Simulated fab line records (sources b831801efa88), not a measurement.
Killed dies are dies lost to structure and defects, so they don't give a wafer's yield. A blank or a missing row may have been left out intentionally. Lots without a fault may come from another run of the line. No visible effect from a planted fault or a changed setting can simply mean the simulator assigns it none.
Chamber matching	flow gf180mcu	4 sister chambers for GF_POLY_GATE_ETCH_13 on rie si-02
The step etches poly-Si in HBr/Cl2, stops on SiO2, target depth 198.5 nm, time 69.6 s. 7 wafers are shown with their chamber, then 7 later ones without.

== EACH WAFER AND ITS CHAMBER ==
wafer	chamber	drypump motor current A (A)	oes product au (a.u.)
L840.2	3	5.5	0.981
L844.1	1	5.7	0.983
L852.1	0	5.4	1.000
L852.3	1	5.8	0.986
L852.6	2	5.8	0.990
L857.1	0	5.4	0.987
L857.3	2	5.8	0.988

== WAFERS WITHOUT THEIR CHAMBER ==
wafer	drypump motor current A (A)	oes product au (a.u.)
L857.5	5.4	0.986
L859.2	5.4	0.992
L859.5	5.4	0.982
L859.6	5.8	0.982
L861.3	5.7	0.998
L861.4	5.4	0.995
L861.6	5.8	0.980

== CHAMBER TAKEN BY EACH ==
wafer	from the rows above	in truth
L857.5	can't be placed: 0 or 3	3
L859.2	0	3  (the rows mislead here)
L859.5	can't be placed: 0 or 3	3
L859.6	can't be placed: 2 or 1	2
L861.3	can't be placed: 1 or 2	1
L861.4	0	0
L861.6	can't be placed: 1 or 2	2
Correctly placed: 1 of 7. These rows do not allow placing 5 (true chamber among the candidates in 5). Wrongly placed: 1.
How it was worked out, from the rows above alone: a wafer's distance from a chamber is the root of the sum, over the readings, of the square of ((its reading less the chamber's mean) divided by the reading's scatter). The wafer belongs to the nearest chamber; if the next one is less than 2 further off, it can't be placed. A chamber's mean is the mean of its shown wafers. The scatter: take each reading less its chamber's mean, square it, sum over the shown wafers, divide by the number of wafers less the number of chambers, and take the root.
